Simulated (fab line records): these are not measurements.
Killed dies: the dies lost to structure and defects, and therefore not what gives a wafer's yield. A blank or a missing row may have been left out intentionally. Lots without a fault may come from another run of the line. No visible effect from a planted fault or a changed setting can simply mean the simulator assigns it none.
Which tool is to blame?	flow gf180mcu	6 lots, 18 wafers sampled, at 2 steps of a route of 602

WHAT THE GAUGES SHOWED, per wafer
GF_V1_RS_MEAS_24: measures by four-point-probe.
lot	measured	on	V1_W_RS (ohm/sq)
L113	day 19 14:17	filmMetro-04	0.327 0.328 0.328
L115	day 20 10:05	filmMetro-03	0.329 0.334 0.330
L118	day 21 12:31	filmMetro-03	0.330 0.329 0.333
L120	day 22 00:42	filmMetro-04	0.430 0.332 0.335
L126	day 24 01:11	filmMetro-02	0.322 0.326 0.326
L133	day 26 05:23	filmMetro-03	0.324 0.323 0.328

EACH LOT AND THE TOOL THAT RAN IT (in order: tool; ch and the chambers of the sampled wafers; start)
lot	GF_V1_CVD_23
L113	cvdW-02 ch 0,1, day 19 14:11
L115	cvdW-02 ch 0, day 20 09:57
L118	cvdW-01 ch 0,1, day 21 12:24
L120	cvdW-01 ch 0,1, day 22 00:35
L126	cvdW-02 ch 0,1, day 24 01:04
L133	cvdW-02 ch 0,1, day 26 05:17
- GF_V1_CVD_23: deposits W, target thk 350 nm, time 105.05 s.

THE ANSWER, worked out from the rows above alone
Rule: the lots themselves supply what counts as usual. The widest of any qualifying gaps counts: lots, ordered by their means at a reading, are off when they make up no more than a third of the lots, leave a main group of 4 or more, and stand apart from it by 3 or more times the standard deviation of that group's means. Not used: any main group whose means are identical at the precision the tables above print for the reading. Also off: a lot with no number at a reading for which 4 or more lots have one. The other lots that the step has rows for count as sound.
Off: L120, seen at GF_V1_RS_MEAS_24 (V1_W_RS). For the main group the mean is 0.328 ohm/sq and the standard deviation 0.0027.
A tool fits if, at a process step before that reading, it ran every lot that is off, and no sound lot after the first of them. The gauges at GF_V1_RS_MEAS_24 are tried like those tools. Can't be told from this: 2 tools fit, cvdW-01 at GF_V1_CVD_23, filmMetro-04 at GF_V1_RS_MEAS_24.

WHAT THE SIMULATOR HAD PUT IN
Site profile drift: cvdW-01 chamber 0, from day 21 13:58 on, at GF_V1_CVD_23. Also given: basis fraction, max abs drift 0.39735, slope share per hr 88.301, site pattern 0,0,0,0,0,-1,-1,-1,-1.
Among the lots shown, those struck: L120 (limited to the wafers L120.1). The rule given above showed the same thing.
